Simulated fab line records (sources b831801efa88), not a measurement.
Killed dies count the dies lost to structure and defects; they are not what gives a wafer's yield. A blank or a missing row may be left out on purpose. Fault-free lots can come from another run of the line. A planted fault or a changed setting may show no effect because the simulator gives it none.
What tool caused it?	flow sky130	Sampling: 24 lots, 72 wafers, 6 of 708 route steps

WHAT THE GAUGES SHOWED, per wafer
SKY_SD_P_CD_MEAS_07 targets a cd of 380 nm. Usual: cd_nm reads 379.6 nm (standard deviation 2.8).
lot	measured	on	cd_nm (nm)	flag
L074	day 25 16:17	cd_sem-02	383.1 382.1 382.0	
L075	day 26 00:56	cd_sem-01	377.4 377.3 375.5	
L076	day 26 12:33	cd_sem-02	377.5 373.9 376.4	
L077	day 26 21:05	cd_sem-02	375.5 377.0 377.8	
L078	day 26 21:16	cd_sem-01	377.1 377.5 379.3	
L079	day 27 01:14	cd_sem-01	380.1 377.1 378.0	
L080	day 27 18:58	cd_sem-01	387.1 385.1 386.0	
L081	day 28 04:06	cd_sem-01	375.6 376.9 378.1	
L082	day 28 04:54	cd_sem-01	381.7 381.2 381.5	
L083	day 28 09:25	cd_sem-01	380.3 382.5 381.5	
L084	day 28 23:32	cd_sem-02	379.1 379.7 380.5	
L085	day 29 04:39	cd_sem-01	382.6 381.5 384.6	
L086	day 29 16:46	cd_sem-01	377.5 375.5 379.4	
L087	day 30 00:56	cd_sem-01	379.8 380.1 379.7	
L088	day 30 07:16	cd_sem-01	377.6 379.2 376.3	
L089	day 30 13:25	cd_sem-01	376.7 376.5 376.4	
L090	day 30 20:07	cd_sem-01	378.6 378.6 376.5	
L091	day 31 03:36	cd_sem-02	379.8 383.5 381.5	
L092	day 31 23:36	cd_sem-01	380.7 379.2 380.0	
L093	day 32 07:19	cd_sem-02	377.7 378.7 377.0	
L094	day 32 07:52	cd_sem-01	383.3 380.5 382.2	
L095	day 32 14:38	cd_sem-02	384.2 383.0 382.0	
L096	day 32 21:44	cd_sem-02	377.0 378.1 375.6	
L097	day 33 05:10	cd_sem-01	376.6 382.5 377.6	

SKY_VIA2_OVL_MEAS_13. Usual: VIA2_OVL typically reads -1 nm, with standard deviation 5.
lot	measured	on	VIA2_OVL (nm)	flag
L074	day 36 14:20	overlay-02	-9 -4 -7	
L075	day 36 20:41	overlay-01	-3 4 2	
L076	day 37 08:13	overlay-02	-2 -1 2	
L077	day 37 15:00	overlay-01	-6 0 1	
L078	day 37 15:38	overlay-01	1 7 -5	
L079	day 37 19:08	overlay-01	-6 -6 -1	
L080	day 38 09:51	overlay-01	2 4 0	
L081	day 38 16:20	overlay-02	3 -2 0	
L082	day 38 17:29	overlay-01	-5 4 -7	
L083	day 38 22:59	overlay-01	1 0 10	
L084	day 39 10:33	overlay-02	-6 -9 -9	
L085	day 39 14:06	overlay-02	-3 0 -7	
L086	day 40 02:27	overlay-01	-6 -3 -8	
L087	day 40 08:23	overlay-01	-10 -1 -7	
L088	day 40 13:36	overlay-01	3 1 8	
L089	day 40 17:56	overlay-01	6 11 -5	
L090	day 41 02:54	overlay-02	-5 3 4	
L091	day 41 08:06	overlay-02	-3 -1 -6	
L092	day 42 01:51	overlay-02	-5 -6 -1	
L093	day 42 06:59	overlay-02	-5 -5 -4	
L094	day 42 07:32	overlay-01	3 5 -7	
L095	day 42 13:07	overlay-02	4 0 -2	
L096	day 42 18:14	overlay-02	7 8 0	
L097	day 43 03:14	overlay-02	-3 3 -9	

SKY_VIA4_BOW_MEAS_03. Usual: VIA4_BOW typically reads 77 um, with standard deviation 8.
lot	measured	on	VIA4_BOW (um)	flag
L074	day 42 04:18	film_metro-03	98 81 88	
L075	day 42 06:38	film_metro-03	78 59 75	
L076	day 42 17:53	film_metro-01	74 70 85	
L077	day 43 00:59	film_metro-02	83 72 71	
L078	day 43 01:20	film_metro-03	74 81 81	
L079	day 43 04:03	film_metro-03	79 84 81	
L080	day 43 17:08	film_metro-03	74 61 80	
L081	day 43 23:50	film_metro-03	78 77 75	
L082	day 44 00:07	film_metro-01	67 73 77	
L083	day 44 06:04	film_metro-01	70 82 77	
L084	day 44 16:13	film_metro-01	75 81 79	
L085	day 44 18:10	film_metro-03	71 84 80	
L086	day 45 05:18	film_metro-03	64 62 77	
L087	day 45 12:35	film_metro-01	81 76 87	
L088	day 45 14:53	film_metro-03	82 69 79	
L089	day 45 17:49	film_metro-01	83 78 85	
L090	day 46 03:40	film_metro-03	84 83 85	
L091	day 46 07:25	film_metro-03	69 74 76	
L092	day 46 23:18	film_metro-02	65 84 83	
L093	day 47 05:54	film_metro-03	86 79 89	
L094	day 47 06:51	film_metro-02	77 78 71	
L095	day 47 11:09	film_metro-02	83 81 91	
L096	day 47 15:30	film_metro-02	53 68 71	
L097	day 47 21:38	film_metro-03	77 66 79	

EACH LOT AND THE TOOL THAT RAN IT (in order: tool; ch and the chambers of the sampled wafers; start)
lot	SKY_VIA1_CMP_02	SKY_METAL2_SPUTTER_01	SKY_METAL4_SPUTTER_01
L074	cmp-02 ch 0,1,3, day 33 03:24	pvd_sputter-03, day 34 07:14	pvd_sputter-02, day 40 00:30
L075	cmp-02 ch 0,1,2, day 33 10:55	pvd_sputter-04, day 34 15:15	pvd_sputter-01, day 40 04:13
L076	cmp-02 ch 1,2,3, day 33 21:52	pvd_sputter-04, day 35 02:12	pvd_sputter-02, day 40 16:13
L077	cmp-01 ch 1,3, day 34 04:10	pvd_sputter-03, day 35 08:12	pvd_sputter-02, day 40 23:34
L078	cmp-02 ch 0,1,2, day 34 05:20	pvd_sputter-01, day 35 09:32	pvd_sputter-01, day 41 00:00
L079	cmp-02 ch 1,2,3, day 34 08:56	pvd_sputter-01, day 35 12:36	pvd_sputter-01, day 41 03:39
L080	cmp-01 ch 0,1,3, day 35 00:37	pvd_sputter-03, day 36 04:56	pvd_sputter-01, day 41 16:07
L081	cmp-02 ch 1,3, day 35 07:14	pvd_sputter-03, day 36 11:19	pvd_sputter-02, day 41 22:31
L082	cmp-02 ch 0,1,2, day 35 07:58	pvd_sputter-01, day 36 11:30	pvd_sputter-01, day 41 22:48
L083	cmp-01 ch 0,3, day 35 13:45	pvd_sputter-01, day 36 17:53	pvd_sputter-02, day 42 06:12
L084	cmp-01 ch 1,2, day 36 01:05	pvd_sputter-01, day 37 05:05	pvd_sputter-02, day 42 16:09
L085	cmp-01 ch 0,2,3, day 36 06:28	pvd_sputter-03, day 37 10:18	pvd_sputter-01, day 42 18:14
L086	cmp-01 ch 1,2,3, day 36 18:36	pvd_sputter-01, day 37 22:20	pvd_sputter-02, day 43 05:52
L087	cmp-01 ch 1,3, day 37 00:44	pvd_sputter-01, day 38 04:26	pvd_sputter-01, day 43 13:08
L088	cmp-02 ch 0,2, day 37 07:10	pvd_sputter-03, day 38 10:34	pvd_sputter-02, day 43 16:17
L089	cmp-01 ch 1,3, day 37 10:58	pvd_sputter-01, day 38 14:33	pvd_sputter-02, day 43 20:14
L090	cmp-01 ch 0,1,3, day 37 20:56	pvd_sputter-03, day 38 23:57	pvd_sputter-01, day 44 06:12
L091	cmp-01 ch 0,1,3, day 38 02:47	pvd_sputter-03, day 39 05:40	pvd_sputter-02, day 44 10:37
L092	cmp-01 ch 0,2,3, day 38 20:52	pvd_sputter-01, day 39 23:46	pvd_sputter-01, day 45 02:56
L093	cmp-01 ch 0,1,2, day 39 03:11	pvd_sputter-01, day 40 05:02	pvd_sputter-03, day 45 09:35
L094	cmp-01 ch 0,2,3, day 39 03:47	pvd_sputter-03, day 40 06:06	pvd_sputter-01, day 45 09:40
L095	cmp-01 ch 1,2, day 39 08:41	pvd_sputter-04, day 40 11:27	pvd_sputter-01, day 45 14:52
L096	cmp-01 ch 0,2,3, day 39 15:25	pvd_sputter-01, day 40 16:44	pvd_sputter-03, day 45 20:38
L097	cmp-01 ch 1,2,3, day 39 23:53	pvd_sputter-03, day 41 02:21	pvd_sputter-01, day 46 03:05
- SKY_VIA1_CMP_02: polishes SiO2.
- SKY_METAL2_SPUTTER_01: material TiN, target thk 20 nm, time 16.7 s.
- SKY_METAL4_SPUTTER_01: material TiN, target thk 20 nm, time 16.7 s.

AS READ BY THE TOOLS THEMSELVES (means over the sampled wafers that have a number; for cases with no such wafer, the mark the record gives instead)
SKY_VIA1_CMP_02. Usual: motor_current_A 12.2 A, standard deviation 1.3; slurry_flow_ml_min 150.0, standard deviation 0.51.
lot	tool	motor_current_A (A)	slurry_flow_ml_min	flag
L074	cmp-02	11.2	150.4	
L075	cmp-02	11.5	150.0	
L076	cmp-02	11.1	150.5	
L077	cmp-01	12.2	149.6	
L078	cmp-02	11.2	149.8	
L079	cmp-02	11.0	150.1	
L080	cmp-01	12.9	150.0	
L081	cmp-02	10.5	150.2	
L082	cmp-02	11.4	150.1	
L083	cmp-01	13.5	149.6	
L084	cmp-01	11.6	149.9	
L085	cmp-01	13.1	149.7	
L086	cmp-01	12.0	149.7	
L087	cmp-01	12.2	149.6	
L088	cmp-02	11.8	149.8	
L089	cmp-01	11.8	150.2	
L090	cmp-01	13.0	151.0	
L091	cmp-01	12.8	149.5	
L092	cmp-01	13.2	149.9	
L093	cmp-01	12.7	150.0	
L094	cmp-01	13.2	150.1	
L095	cmp-01	11.7	150.5	
L096	cmp-01	13.2	150.1	
L097	cmp-01	11.9	150.1	

SKY_METAL2_SPUTTER_01. Usual: throttle_valve_pct reads 30.3 % (standard deviation 0.96).
lot	tool	throttle_valve_pct (%)	flag
L074	pvd_sputter-03	30.0	
L075	pvd_sputter-04	29.6	
L076	pvd_sputter-04	30.5	
L077	pvd_sputter-03	29.1	
L078	pvd_sputter-01	31.2	
L079	pvd_sputter-01	30.5	
L080	pvd_sputter-03	29.6	
L081	pvd_sputter-03	29.7	
L082	pvd_sputter-01	31.0	
L083	pvd_sputter-01	30.6	
L084	pvd_sputter-01	31.4	
L085	pvd_sputter-03	29.5	
L086	pvd_sputter-01	31.7	
L087	pvd_sputter-01	31.4	
L088	pvd_sputter-03	30.0	
L089	pvd_sputter-01	30.9	
L090	pvd_sputter-03	30.0	
L091	pvd_sputter-03	30.0	
L092	pvd_sputter-01	30.7	
L093	pvd_sputter-01	31.3	
L094	pvd_sputter-03	29.8	
L095	pvd_sputter-04	29.6	
L096	pvd_sputter-01	30.7	
L097	pvd_sputter-03	29.6	

SKY_METAL4_SPUTTER_01. Usual: throttle_valve_pct reads 30.2 % (standard deviation 0.89).
lot	tool	throttle_valve_pct (%)	flag
L074	pvd_sputter-02	29.4	
L075	pvd_sputter-01	31.0	
L076	pvd_sputter-02	29.3	
L077	pvd_sputter-02	29.3	
L078	pvd_sputter-01	30.5	
L079	pvd_sputter-01	30.8	
L080	pvd_sputter-01	31.1	
L081	pvd_sputter-02	29.5	
L082	pvd_sputter-01	30.4	
L083	pvd_sputter-02	29.9	
L084	pvd_sputter-02	29.3	
L085	pvd_sputter-01	30.5	
L086	pvd_sputter-02	29.3	
L087	pvd_sputter-01	31.3	
L088	pvd_sputter-02	29.4	
L089	pvd_sputter-02	29.3	
L090	pvd_sputter-01	31.2	
L091	pvd_sputter-02	29.5	
L092	pvd_sputter-01	31.0	
L093	pvd_sputter-03	29.8	
L094	pvd_sputter-01	31.1	
L095	pvd_sputter-01	31.1	
L096	pvd_sputter-03	29.6	
L097	pvd_sputter-01	31.7	

THE ANSWER, worked out from the rows above alone
Rule: a lot counts as off when the mean over its wafers that have a number is more than 3 standard deviations away from the usual mean. Also off: a lot with no number at a reading for which 4 or more lots have one. The other lots that the step has rows for count as sound. First the gauges in route order, then the tools' own readings, where a lot's mean is used as printed above. The first step at which some lot is off is used, and at that step the reading that is off furthest; a lot without a number counts as furthest.
No lot is off at any reading shown: from this, nothing can be told.

WHAT WAS PUT IN BY THE SIMULATOR
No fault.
